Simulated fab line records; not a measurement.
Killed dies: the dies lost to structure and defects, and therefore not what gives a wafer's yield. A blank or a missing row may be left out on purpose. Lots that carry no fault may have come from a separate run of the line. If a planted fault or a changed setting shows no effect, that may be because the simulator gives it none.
fab line records + flow sky130
record:
- lots: 12
- wafers: 34
- last_day: 50
route steps=708 shown LOCAL_INTERCONNECT@400 CONTACT@410 METAL1@453 PAD_OPEN@708
lots with no fault: from the same line, run without faults
start_h: start of the lot's first displayed wafer, in hours after the record's first day + wait_h: hours from the lot's prior step to this one + " as in the row above + L1.1+2: one row covering several wafers at once + - value missing, or start not given + * or withheld: withheld + < > ~ a bound
route shown NAME@n: names a module that has steps shown in the file, with the first one's number in the route + usual: mean/standard deviation taken from wafers without a fault + same: alike in all rows + chamber/n: place in a boat + sites: the reading at each site + _std_site: standard deviation across them + _edge_site: mean of outer sites minus mean of inner sites + radius_mm: for every site, how far away it sits from the centre of the wafer + mask NAME#n: copy n + behind: the most recent tool/chamber to have shaped the wafer + hold: reason for holding the lot/hours on hold/outcome of the hold + device: the n, p or np transistor that did not switch + end of line: tests of these same wafers at the route's end + for a step that has no rows: nothing shown but its recipe + killed: count of dies lost to structure and defects at first sort (not the wafer's yield) + map: a wafer's dies, x killed, . not, _ none there
set.NAME: the run value of the setting; set.NAME@STEP: its run value at that earlier step + model.NAME: the simulator's own value behind a step, which no gauge read
route steps across a sampled set of lots; one table per step, one row per wafer
services: a tool's chamber out of use, with start hour (start_h, from the record's first day; less than 0 if before it), hours out, and reason
== steps ==
step: SKY_LOCAL_INTERCONNECT_ETCH_13
recipe:
- chemistry: N2/H2
- target: BARC
- ion_energy_ev: 200
- bias_w: 100
- pressure_mtorr: 30
- n2_flow_sccm: 100
- h2_flow_sccm: 200
- icp_w: 500
- stop_on: SiO2
- time_s: 45.9
- target_depth_a: 600
usual:
- drypump_motor_current_A: 5.7/0.5
- oes_product_au: 0.854/0.0048
- throttle_valve_pct: 13.225/0.0091
| lot.wafer | tool         | chamber | start_h | wait_h | drypump_motor_current_A | oes_product_au | rf_hours_counter_h | throttle_valve_pct |
|-----------|--------------|---------|---------|--------|-------------------------|----------------|--------------------|--------------------|
| L578.1    | rie_metal-03 | 1       | 701.61  | 0.0    | 6.4                     | 0.854          | 13                 | 13.232             |
| L578.4    | "            | 0       | "       | "      | 5.6                     | 0.852          | -                  | 13.219             |
| L578.6    | "            | 1       | "       | "      | 6.5                     | 0.853          | -                  | 13.225             |
| L579.1    | rie_metal-04 | 0       | 710.60  | 0.0    | 5.7                     | 0.847          | 7                  | 13.231             |
| L579.2    | "            | 1       | "       | "      | 5.7                     | 0.854          | 13                 | 13.221             |
| L579.6    | "            | 0       | "       | "      | 5.7                     | 0.856          | -                  | 13.221             |
| L583.1    | rie_metal-03 | 1       | 753.96  | 0.0    | 6.5                     | 0.857          | 14                 | 13.221             |
| L583.2    | "            | 0       | "       | "      | 5.6                     | 0.856          | 4                  | 13.222             |
| L583.3    | "            | 0       | "       | "      | 5.6                     | 0.854          | -                  | 13.220             |
| L585.1    | rie_metal-03 | 0       | 762.60  | 0.0    | 5.6                     | 0.851          | 4                  | 13.221             |
| L585.2    | "            | 0       | "       | "      | 5.6                     | 0.856          | -                  | 13.216             |
| L585.5    | "            | 0       | "       | "      | 5.6                     | 0.846          | -                  | 13.234             |
| L587.3    | rie_metal-01 | 1       | 778.87  | 0.0    | 4.9                     | 0.846          | -                  | 13.220             |
| L587.4    | "            | 0       | "       | "      | 5.2                     | 0.859          | -                  | 13.230             |
| L589.1    | rie_metal-04 | 0       | 801.36  | 0.0    | 5.7                     | 0.862          | 10                 | 13.206             |
| L589.4    | "            | 0       | "       | "      | 5.7                     | 0.854          | -                  | 13.230             |
| L596.3    | rie_metal-03 | 1       | 853.19  | 0.0    | 6.5                     | 0.851          | -                  | 13.218             |
| L596.5    | "            | 0       | "       | "      | 5.6                     | 0.853          | -                  | 13.239             |
| L596.6    | "            | 1       | "       | "      | 6.4                     | 0.858          | -                  | 13.218             |
| L597.2    | rie_metal-03 | 0       | 860.10  | 0.0    | 5.6                     | 0.855          | 7                  | 13.231             |
| L597.5    | "            | 1       | "       | "      | 6.5                     | 0.839          | -                  | 13.224             |
| L597.6    | "            | 0       | "       | "      | 5.6                     | 0.854          | -                  | 13.238             |
| L598.2    | rie_metal-01 | 0       | 864.56  | 0.0    | 5.3                     | 0.853          | 0                  | 13.214             |
| L598.3    | "            | 0       | "       | "      | 5.3                     | 0.854          | -                  | 13.234             |
| L598.4    | "            | 1       | "       | "      | 5.0                     | 0.858          | -                  | 13.234             |
| L599.4    | rie_metal-03 | 0       | 866.63  | 0.0    | 5.6                     | 0.851          | -                  | 13.232             |
| L599.5    | "            | 1       | "       | "      | 6.5                     | 0.860          | -                  | 13.223             |
| L599.6    | "            | 0       | "       | "      | 5.5                     | 0.854          | -                  | 13.209             |
| L600.1    | rie_metal-04 | 0       | 870.51  | 0.0    | 5.7                     | 0.853          | 14                 | 13.212             |
| L600.3    | "            | 1       | "       | "      | 5.7                     | 0.859          | -                  | 13.222             |
| L600.5    | "            | 0       | "       | "      | 5.7                     | 0.852          | -                  | 13.236             |
| L601.1    | rie_metal-01 | 0       | 884.27  | 0.0    | 5.3                     | 0.860          | 1                  | 13.218             |
| L601.2    | "            | 1       | "       | "      | 4.9                     | 0.859          | 12                 | 13.230             |
| L601.5    | "            | 0       | "       | "      | 5.3                     | 0.859          | -                  | 13.222             |
step: SKY_CONTACT_CMP_04
recipe:
- material: SiO2
- down_force_psi: 4
- platen_rpm: 60
- pad_velocity_m_s: 0.94248
usual:
- edge_zone_pressure_frac: 1.000/0.0047
- head_pressure_psi: 4.000/0.0087
- motor_current_A: 12.3/1.7
- time_to_endpoint_s: 81/4.5
| lot.wafer | tool   | chamber | start_h | wait_h | edge_zone_pressure_frac | head_pressure_psi | motor_current_A | time_to_endpoint_s |
|-----------|--------|---------|---------|--------|-------------------------|-------------------|-----------------|--------------------|
| L578.4    | cmp-01 | 2       | 702.60  | 0.1    | 0.994                   | 3.993             | 13.5            | 80                 |
| L578.1    | "      | 3       | "       | "      | 0.999                   | 3.989             | 11.4            | 90                 |
| L578.6    | "      | 2       | "       | "      | 1.001                   | 3.995             | 13.8            | 79                 |
| L579.1    | cmp-01 | 3       | 711.57  | 0.1    | 1.000                   | 3.991             | 11.8            | 88                 |
| L579.2    | "      | 2       | "       | "      | 0.994                   | 3.994             | 13.8            | 85                 |
| L579.6    | "      | 0       | "       | "      | 1.007                   | 3.995             | 14.6            | 84                 |
| L583.2    | cmp-01 | 2       | 754.89  | 0.0    | 0.994                   | 3.996             | 13.9            | 81                 |
| L583.1    | "      | 3       | "       | "      | 1.005                   | 4.002             | 11.9            | 84                 |
| L583.3    | "      | 0       | "       | "      | 0.996                   | 4.005             | 13.8            | 74                 |
| L585.1    | cmp-01 | 3       | 763.68  | 0.1    | 1.004                   | 4.001             | 11.9            | 104                |
| L585.2    | "      | 2       | "       | "      | 0.999                   | 4.009             | 14.0            | 70                 |
| L585.5    | "      | 3       | "       | "      | 0.999                   | 4.003             | 11.5            | 80                 |
| L587.3    | cmp-01 | 2       | 779.94  | 0.2    | 1.001                   | 3.995             | 13.0            | 109                |
| L587.4    | "      | 1       | "       | "      | 0.994                   | 3.990             | 9.6             | 77                 |
| L589.1    | cmp-01 | 2       | 802.41  | 0.1    | 1.004                   | 4.004             | 13.4            | 109                |
| L589.4    | "      | 0       | "       | "      | 0.993                   | 3.992             | 14.1            | 76                 |
| L596.3    | cmp-01 | 3       | 854.20  | 0.1    | 1.001                   | 4.003             | 11.4            | 83                 |
| L596.6    | "      | 1       | "       | "      | 1.007                   | 4.012             | 9.1             | 77                 |
| L596.5    | "      | 2       | "       | "      | 1.001                   | 3.991             | 13.2            | 81                 |
| L597.2    | cmp-01 | 1       | 861.18  | 0.2    | 1.006                   | 4.010             | 9.3             | 77                 |
| L597.6    | "      | 2       | "       | "      | 0.994                   | 3.992             | 13.6            | 84                 |
| L597.5    | "      | 3       | "       | "      | 1.002                   | 4.005             | 11.3            | 85                 |
| L598.3    | cmp-01 | 0       | 865.50  | 0.0    | 0.995                   | 3.989             | 13.4            | 81                 |
| L598.4    | "      | 2       | "       | "      | 1.000                   | 3.975             | 14.2            | 86                 |
| L598.2    | "      | 3       | "       | "      | 0.995                   | 3.991             | 11.8            | 85                 |
| L599.4    | cmp-01 | 2       | 868.00  | 0.4    | 0.994                   | 4.005             | 13.1            | 86                 |
| L599.6    | "      | 3       | "       | "      | 1.004                   | 4.014             | 12.0            | 89                 |
| L599.5    | "      | 0       | "       | "      | 0.993                   | 4.003             | 14.0            | 86                 |
| L600.1    | cmp-01 | 2       | 871.68  | 0.2    | 0.997                   | 4.002             | 13.4            | 80                 |
| L600.3    | "      | 3       | "       | "      | 1.000                   | 3.996             | 11.6            | 89                 |
| L600.5    | "      | 2       | "       | "      | 0.999                   | 3.994             | 13.3            | 86                 |
| L601.2    | cmp-01 | 1       | 885.45  | 0.3    | 0.996                   | 3.988             | 9.8             | 80                 |
| L601.1    | "      | 0       | "       | "      | 1.005                   | 3.995             | 14.0            | 88                 |
| L601.5    | "      | 1       | "       | "      | 1.000                   | 4.008             | 9.2             | 86                 |
step: SKY_CONTACT_ETCH_17
recipe:
- target: SiO2
- chemistry: C4F8/O2/Ar
- stop_on: Si3N4
- mask_material: KrF-thick
- source_w: 1500
- bias_w: 1200
- pressure_mtorr: 40
- c4f8_flow_sccm: withheld
- O2_flow_sccm: 6
- Ar_flow_sccm: 300
- time_s: withheld
- target_depth_a: 3400
usual:
- oes_product_au: 0.891/0.0047
| lot.wafer | tool        | chamber | start_h | wait_h | oes_product_au |
|-----------|-------------|---------|---------|--------|----------------|
| L578.1    | rie_diel-03 | 1       | 731.09  | 0.0    | 0.888          |
| L578.4    | "           | 0       | "       | "      | 0.887          |
| L578.6    | "           | 3       | "       | "      | 0.882          |
| L579.1    | rie_diel-02 | 1       | 739.53  | 0.0    | 0.893          |
| L579.2    | "           | 3       | "       | "      | 0.885          |
| L579.6    | "           | 1       | "       | "      | 0.896          |
| L583.1    | rie_diel-03 | 2       | 782.83  | 0.0    | 0.892          |
| L583.2    | "           | 3       | "       | "      | 0.889          |
| L583.3    | "           | 1       | "       | "      | 0.887          |
| L585.1    | rie_diel-01 | 1       | 791.26  | 0.0    | 1.005          |
| L585.2    | "           | 2       | "       | "      | 0.884          |
| L585.5    | "           | 1       | "       | "      | 0.893          |
| L587.3    | rie_diel-01 | 0       | 806.29  | 0.0    | 0.996          |
| L587.4    | "           | 2       | "       | "      | 0.879          |
| L589.1    | rie_diel-01 | 0       | 829.28  | 0.0    | 1.002          |
| L589.4    | "           | 1       | "       | "      | 0.892          |
| L596.3    | rie_diel-01 | 2       | 880.58  | 0.0    | 0.898          |
| L596.5    | "           | 1       | "       | "      | 0.898          |
| L596.6    | "           | 0       | "       | "      | 0.897          |
| L597.2    | rie_diel-01 | 2       | 887.16  | 0.0    | 0.887          |
| L597.5    | "           | 1       | "       | "      | 0.891          |
| L597.6    | "           | 0       | "       | "      | 0.880          |
| L598.2    | rie_diel-01 | 0       | 892.31  | 0.0    | 0.896          |
| L598.3    | "           | 2       | "       | "      | 0.889          |
| L598.4    | "           | 1       | "       | "      | 0.897          |
| L599.4    | rie_diel-02 | 3       | 894.11  | 0.0    | 0.888          |
| L599.5    | "           | 2       | "       | "      | 0.887          |
| L599.6    | "           | 3       | "       | "      | 0.893          |
| L600.1    | rie_diel-01 | 2       | 897.16  | 0.0    | 0.884          |
| L600.3    | "           | 1       | "       | "      | 0.897          |
| L600.5    | "           | 0       | "       | "      | 0.893          |
| L601.1    | rie_diel-03 | 0       | 910.89  | 0.0    | 0.892          |
| L601.2    | "           | 1       | "       | "      | 0.903          |
| L601.5    | "           | 3       | "       | "      | 0.894          |
step: SKY_CONTACT_SPUTTER_23
recipe:
- material: TiN
- target_thk_nm: 20
- chamber_pressure_pa: 5
- power_w: 4000
- time_s: 80
usual:
- throttle_valve_pct: 30.3/0.66
| lot.wafer | tool           | chamber | start_h | wait_h | throttle_valve_pct |
|-----------|----------------|---------|---------|--------|--------------------|
| L578.1    | pvd_sputter-01 | -       | 731.81  | 0.0    | 31.7               |
| L578.4    | "              | -       | "       | "      | 29.9               |
| L578.6    | "              | -       | "       | "      | 29.9               |
| L579.1    | pvd_sputter-04 | -       | 740.22  | 0.0    | 29.2               |
| L579.2    | "              | -       | "       | "      | 30.5               |
| L579.6    | "              | -       | "       | "      | 30.7               |
| L583.1    | pvd_sputter-02 | -       | 783.52  | 0.0    | 30.3               |
| L583.2    | "              | -       | "       | "      | 30.6               |
| L583.3    | "              | -       | "       | "      | 29.9               |
| L585.1    | pvd_sputter-04 | -       | 792.02  | 0.0    | 30.2               |
| L585.2    | "              | -       | "       | "      | 29.1               |
| L585.5    | "              | -       | "       | "      | 30.2               |
| L587.3    | pvd_sputter-04 | -       | 807.07  | 0.0    | 29.5               |
| L587.4    | "              | -       | "       | "      | 30.1               |
| L589.1    | pvd_sputter-01 | -       | 830.00  | 0.0    | 29.9               |
| L589.4    | "              | -       | "       | "      | 30.2               |
| L596.3    | pvd_sputter-01 | -       | 881.26  | 0.0    | 30.0               |
| L596.5    | "              | -       | "       | "      | 30.0               |
| L596.6    | "              | -       | "       | "      | 29.5               |
| L597.2    | pvd_sputter-04 | -       | 887.84  | 0.0    | 31.2               |
| L597.5    | "              | -       | "       | "      | 29.2               |
| L597.6    | "              | -       | "       | "      | 30.1               |
| L598.2    | pvd_sputter-04 | -       | 892.99  | 0.0    | 30.5               |
| L598.3    | "              | -       | "       | "      | 30.1               |
| L598.4    | "              | -       | "       | "      | 31.4               |
| L599.4    | pvd_sputter-04 | -       | 894.79  | 0.0    | 30.5               |
| L599.5    | "              | -       | "       | "      | 30.0               |
| L599.6    | "              | -       | "       | "      | 30.6               |
| L600.1    | pvd_sputter-01 | -       | 897.88  | 0.0    | 30.5               |
| L600.3    | "              | -       | "       | "      | 31.4               |
| L600.5    | "              | -       | "       | "      | 30.1               |
| L601.1    | pvd_sputter-04 | -       | 911.73  | 0.0    | 30.0               |
| L601.2    | "              | -       | "       | "      | 29.3               |
| L601.5    | "              | -       | "       | "      | 30.6               |
step: SKY_METAL1_METAL_ETCH_19
recipe:
- target_depth_a: 3600
- stop_on: SiO2
- over_etch_frac: 0.3
- time_s: 78
- chemistry: Cl2/BCl3
- resist_sidewall_deg: 88
- pressure_mtorr: 10
- icp_w: 900
- bias_w: 48.5
- Cl2_flow_sccm: 60
- bcl3_flow_sccm: 30
usual:
- drypump_motor_current_A: 5.8/0.48
- oes_product_au: 0.856/0.006
- throttle_valve_pct: 22.263/0.0089
| lot.wafer | tool         | chamber | start_h | wait_h | drypump_motor_current_A | oes_product_au | rf_hours_counter_h | throttle_valve_pct |
|-----------|--------------|---------|---------|--------|-------------------------|----------------|--------------------|--------------------|
| L578.1    | rie_metal-01 | 1       | 760.21  | 0.0    | 5.0                     | 0.870          | 7                  | 22.271             |
| L578.4    | "            | 1       | "       | "      | 5.0                     | 0.854          | -                  | 22.264             |
| L578.6    | "            | 0       | "       | "      | 5.3                     | 0.862          | -                  | 22.266             |
| L579.1    | rie_metal-02 | 1       | 768.18  | 0.0    | 6.0                     | 0.852          | 3                  | 22.288             |
| L579.2    | "            | 0       | "       | "      | 5.9                     | 0.858          | 7                  | 22.250             |
| L579.6    | "            | 0       | "       | "      | 5.9                     | 0.858          | -                  | 22.245             |
| L583.1    | rie_metal-01 | 1       | 811.27  | 0.0    | 5.0                     | 0.849          | 9                  | 22.260             |
| L583.2    | "            | 0       | "       | "      | 5.3                     | 0.850          | 16                 | 22.261             |
| L583.3    | "            | 1       | "       | "      | 5.0                     | 0.850          | -                  | 22.253             |
| L585.1    | rie_metal-02 | 1       | 818.56  | 0.0    | 6.0                     | 0.870          | 5                  | 22.261             |
| L585.2    | "            | 0       | "       | "      | 5.9                     | 0.855          | 9                  | 22.276             |
| L585.5    | "            | 1       | "       | "      | 6.0                     | 0.861          | -                  | 22.270             |
| L587.3    | rie_metal-03 | 1       | 834.38  | 0.1    | 6.4                     | 0.859          | -                  | 22.274             |
| L587.4    | "            | 0       | "       | "      | 5.6                     | 0.856          | -                  | 22.250             |
| L589.1    | rie_metal-03 | 1       | 857.60  | 0.0    | 6.5                     | 0.851          | 2                  | 22.258             |
| L589.4    | "            | 0       | "       | "      | 5.6                     | 0.849          | -                  | 22.266             |
| L596.3    | rie_metal-03 | 0       | 907.78  | 0.1    | 5.6                     | 0.861          | -                  | 22.265             |
| L596.5    | "            | 0       | "       | "      | 5.6                     | 0.849          | -                  | 22.258             |
| L596.6    | "            | 1       | "       | "      | 6.5                     | 0.860          | -                  | 22.275             |
| L597.2    | rie_metal-03 | 1       | 913.75  | 0.0    | 6.4                     | 0.865          | 5                  | 22.268             |
| L597.5    | "            | 1       | "       | "      | 6.4                     | 0.864          | -                  | 22.251             |
| L597.6    | "            | 0       | "       | "      | 5.6                     | 0.867          | -                  | 22.252             |
| L598.2    | rie_metal-02 | 1       | 918.70  | 0.0    | 6.0                     | 0.849          | 9                  | 22.261             |
| L598.3    | "            | 1       | "       | "      | 6.0                     | 0.848          | -                  | 22.263             |
| L598.4    | "            | 0       | "       | "      | 5.9                     | 0.851          | -                  | 22.258             |
| L599.4    | rie_metal-01 | 0       | 921.08  | 0.1    | 5.3                     | 0.856          | -                  | 22.255             |
| L599.5    | "            | 1       | "       | "      | 5.0                     | 0.845          | -                  | 22.257             |
| L599.6    | "            | 0       | "       | "      | 5.3                     | 0.848          | -                  | 22.261             |
| L600.1    | rie_metal-03 | 0       | 924.56  | 0.0    | 5.5                     | 0.853          | 10                 | 22.269             |
| L600.3    | "            | 1       | "       | "      | 6.4                     | 0.854          | -                  | 22.266             |
| L600.5    | "            | 1       | "       | "      | 6.5                     | 0.854          | -                  | 22.252             |
| L601.1    | rie_metal-02 | 0       | 937.55  | 0.0    | 5.9                     | 0.862          | 14                 | 22.263             |
| L601.2    | "            | 1       | "       | "      | 6.0                     | 0.852          | 10                 | 22.250             |
| L601.5    | "            | 1       | "       | "      | 6.0                     | 0.855          | -                  | 22.272             |
step: SKY_PAD_OPEN_PROBE_99
usual:
- killed_at_M0_to_M3: 43/7.7
- killed_at_M4_up: 3.1/1.7
- killed_at_contacts: 23/4.8
- killed_at_front_end: 15/4.5
- killed_at_other: 0.3/0.58
- killed_dies: 85/10
- killed_on_rim: 17/3.8
- killed_open: 46/7.5
- killed_short: 38/6.5
same:
- gross_dies: 492
- killed_at_back_side: 0
| lot.wafer | tool      | chamber | start_h | wait_h | killed_at_M0_to_M3 | killed_at_M4_up | killed_at_contacts | killed_at_front_end | killed_at_other | killed_dies | killed_on_rim | killed_open | killed_short |
|-----------|-----------|---------|---------|--------|--------------------|-----------------|--------------------|---------------------|-----------------|-------------|---------------|-------------|--------------|
| L585.1    | prober-02 | -       | 1116.69 | 0.1    | 42                 | 3               | 65                 | 19                  | 1               | 130         | 35            | 47          | 40           |
| L585.2    | prober-02 | -       | 1116.74 | 0.1    | 51                 | 2               | 26                 | 12                  | 0               | 91          | 14            | 39          | 49           |
| L585.5    | prober-02 | -       | 1116.89 | 0.2    | 38                 | 4               | 24                 | 11                  | 0               | 77          | 15            | 46          | 31           |
| L587.3    | prober-02 | -       | 1129.60 | 0.2    | 39                 | 4               | 161                | 21                  | 0               | 225         | 58            | 47          | 42           |
| L587.4    | prober-02 | -       | 1129.65 | 0.2    | 44                 | 4               | 25                 | 11                  | 0               | 84          | 19            | 47          | 37           |
| L589.1    | prober-01 | -       | 1146.51 | 0.1    | 32                 | 7               | 54                 | 16                  | 0               | 109         | 19            | 40          | 40           |
| L589.4    | prober-01 | -       | 1146.66 | 0.2    | 36                 | 5               | 21                 | 12                  | 0               | 74          | 17            | 43          | 31           |
killed by level:class
L585.1 CONTACT:area_cmp=42 CONTACT:geometric_particle:open=11 VIA1:geometric_particle:open=8 VIA2:geometric_particle:open=7 METAL2:geometric_particle:short=7 CONTACT:geometric_particle:short=6 POLY_GATE:geometric_particle:open=5 VIA1:geometric_particle:short=5
L585.2 METAL2:geometric_particle:short=12 VIA1:geometric_particle:open=9 CONTACT:geometric_particle:open=9 FIELD_ISO:geometric_particle:short=6 LI_CONTACT:geometric_particle:open=6 METAL3:geometric_particle:short=6 METAL1:geometric_particle:short=5 CONTACT:geometric_particle:short=4
L585.5 CONTACT:geometric_particle:open=12 VIA1:geometric_particle:open=8 METAL1:geometric_particle:short=6 FIELD_ISO:geometric_particle:open=5 VIA3:geometric_particle:open=5 LI_CONTACT:geometric_particle:open=4 LOCAL_INTERCONNECT:geometric_particle:short=4 VIA2:geometric_particle:open=4
L587.3 CONTACT:area_cmp=136 VIA1:geometric_particle:open=11 CONTACT:geometric_particle:open=10 METAL2:geometric_particle:short=8 FIELD_ISO:geometric_particle:short=7 LI_CONTACT:geometric_particle:open=6 POLY_GATE:geometric_particle:short=4 POLY_GATE:geometric_particle:open=4
L587.4 CONTACT:geometric_particle:open=12 METAL2:geometric_particle:short=8 VIA1:geometric_particle:open=7 LI_CONTACT:geometric_particle:open=6 METAL1:geometric_particle:short=6 VIA1:geometric_particle:short=6 VIA3:geometric_particle:open=5 POLY_GATE:geometric_particle:open=4
L589.1 CONTACT:area_cmp=29 VIA1:geometric_particle:open=9 LI_CONTACT:geometric_particle:open=7 LOCAL_INTERCONNECT:geometric_particle:short=6 METAL1:geometric_particle:short=6 CONTACT:geometric_particle:open=6 VIA1:geometric_particle:short=6 FIELD_ISO:geometric_particle:short=5
L589.4 CONTACT:geometric_particle:open=9 VIA2:geometric_particle:open=7 VIA1:geometric_particle:open=6 VIA3:geometric_particle:open=6 POLY_GATE:geometric_particle:open=5 CONTACT:geometric_particle:short=5 METAL1:geometric_particle:short=5 VIA1:geometric_particle:short=5
== services ==
| tool           | chamber | start_h | hours | kind   |
|----------------|---------|---------|-------|--------|
| rie_diel-03    | -       | 678.53  | 0.4   | repair |
| cmp-01         | -       | 680.53  | 0.2   | repair |
| cmp-01         | -       | 681.30  | 2.6   | repair |
| rie_metal-03   | 0       | 685.34  | 11.4  | repair |
| rie_diel-03    | 0       | 695.91  | 18.8  | repair |
| rie_metal-01   | -       | 697.14  | 0.8   | repair |
| rie_diel-01    | -       | 704.60  | 0.2   | repair |
| cmp-01         | -       | 706.03  | 0.3   | repair |
| cmp-01         | -       | 744.26  | 4.0   | pm     |
| cmp-01         | -       | 768.22  | 3.5   | pm     |
| rie_diel-02    | 1       | 777.06  | 2.8   | repair |
| rie_diel-01    | 3       | 789.33  | 13.5  | repair |
| pvd_sputter-01 | -       | 791.25  | 1.6   | repair |
| cmp-01         | -       | 792.67  | 9.6   | pm     |
| rie_diel-03    | 1       | 822.14  | 2.9   | repair |
| rie_diel-03    | 1       | 830.01  | 5.3   | repair |
| rie_diel-03    | -       | 847.79  | 1.0   | repair |
| rie_diel-01    | 0       | 859.72  | 4.0   | repair |
| rie_metal-01   | -       | 865.09  | 7.2   | repair |
| rie_metal-01   | -       | 892.59  | 14.6  | pm     |
| cmp-01         | -       | 898.90  | 2.1   | repair |
| rie_diel-01    | 3       | 902.48  | 4.3   | repair |
| rie_diel-01    | 1       | 904.45  | 1.9   | repair |
| pvd_sputter-04 | -       | 920.08  | 2.5   | repair |
== key ==
first_sign:
- step: SKY_CONTACT_CMP_04
- reading: time_to_endpoint_s
- direction: up
- sigmas: 5.9
- usual: *
- struck: *
effect:
- step: SKY_CONTACT_ETCH_17
- reading: oes_product_au
- direction: up
- sigmas: 23
- usual: 0.891
- struck: 1.001
effect:
- step: SKY_PAD_OPEN_PROBE_99
- reading: killed_at_contacts
- direction: up
- sigmas: 14
- usual: 23
- struck: 93
more_kills_born_at:
- SKY_CONTACT_CMP_04@cmp-01: 207
met_at SKY_CONTACT_CMP_04
struck_lots L585,L587,L589
struck_wafers L585.1,L587.3,L589.1
tester_left_out L585,L587,L589
not_acting_at SKY_LOCAL_INTERCONNECT_ETCH_13,SKY_CONTACT_SPUTTER_23,SKY_METAL1_METAL_ETCH_19
onset_between 754.89 763.68
fault:
- kind: process_parameter_drift
- tool: cmp-01
- chamber: -
- onset_h: 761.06
- steps: SKY_CONTACT_CMP_04
- channel: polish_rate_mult
- offset: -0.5
- shape: step
- end_h: 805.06
- scope: struck_wafers_only
tester_left_out: of these lots the tester's yield and bins aren't shown, on N5 and GAA mostly nor the transistor test; their killed dies are dies lost to structure and defects alone, not to doping, threshold or leakage, so they don't give the yield
